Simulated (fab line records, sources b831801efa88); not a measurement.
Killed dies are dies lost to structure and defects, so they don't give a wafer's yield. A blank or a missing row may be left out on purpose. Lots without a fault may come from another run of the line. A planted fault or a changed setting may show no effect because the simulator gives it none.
Chamber matching | flow gf180mcu | GF_V2_CMP_04 on cmp-01: 4 sister chambers
The step polishes SiO2. 22 wafers are shown with their chamber, then 11 later ones without.

WAFERS WITH THEIR CHAMBER
wafer  | chamber | motor_current_A (A) | time_to_endpoint_s (s)
L075.2 | 3       | 11.2                | 73
L075.4 | 2       | 10.8                | 75
L075.6 | 3       | 11.3                | 82
L076.1 | 1       | 11.4                | 82
L076.2 | 2       | 10.5                | 79
L076.6 | 1       | 11.5                | 85
L079.1 | 2       | 10.7                | 82
L079.3 | 3       | 11.7                | 83
L079.6 | 1       | 11.3                | 87
L082.3 | 2       | 10.6                | 82
L082.5 | 2       | 10.9                | 89
L082.6 | 3       | 10.5                | 84
L083.3 | 1       | 11.1                | 89
L083.4 | 0       | 10.4                | 85
L083.5 | 2       | 11.1                | 85
L086.1 | 1       | 11.6                | 77
L086.2 | 2       | 10.7                | 77
L086.3 | 0       | 10.9                | 74
L088.1 | 0       | 10.8                | 74
L088.3 | 2       | 11.1                | 78
L088.5 | 0       | 11.2                | 78
L090.2 | 1       | 11.4                | 80

SIGNATURES (means of the wafers above)
reading            | chamber 0 | chamber 1 | chamber 2 | chamber 3 | scatter within a chamber
motor_current_A    | 10.825    | 11.383    | 10.800    | 11.175    | 0.295
time_to_endpoint_s | 77.75     | 83.33     | 80.88     | 80.50     | 4.75
Rule: a wafer's distance from a chamber is the root of the sum, over the readings, of the square of ((its reading less the chamber's mean) divided by the reading's scatter). The wafer belongs to the nearest chamber; if the next one is less than 2 further off, it can't be placed. The scatter: the root of (the sum of the squares of (reading less its chamber's mean) over the shown wafers, divided by (wafers less chambers)).

WAFERS WITHOUT THEIR CHAMBER
wafer  | motor_current_A (A) | time_to_endpoint_s (s)
L090.3 | 11.1                | 81
L090.5 | 11.1                | 80
L090.1 | 10.5                | 78
L090.4 | 10.8                | 86
L090.6 | 11.8                | 88
L095.2 | 10.2                | 72
L095.5 | 10.9                | 77
L095.6 | 11.0                | 78
L097.4 | 12.2                | 79
L097.5 | 10.9                | 79
L097.6 | 11.0                | 78

WHICH CHAMBER EACH WENT THROUGH
wafer  | from the rows above               | in truth
L090.3 | can't be placed: 3 or 2 or 1 or 0 | 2
L090.5 | can't be placed: 3 or 2 or 0 or 1 | 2
L090.1 | can't be placed: 0 or 2 or 3      | 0
L090.4 | can't be placed: 2 or 3 or 0 or 1 | 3
L090.6 | can't be placed: 1 or 3 or 2      | 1
L095.2 | can't be placed: 0 or 2 or 3      | 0
L095.5 | can't be placed: 0 or 2 or 3 or 1 | 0
L095.6 | can't be placed: 0 or 3 or 2 or 1 | 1
L097.4 | can't be placed: 1 or 3 or 0 or 2 | 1
L097.5 | can't be placed: 0 or 2 or 3 or 1 | 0
L097.6 | can't be placed: 0 or 3 or 2 or 1 | 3
Placed correctly: 0 of 11. Can't be placed from these rows: 11 (the true chamber is among the candidates in 11). Placed wrongly: 0.
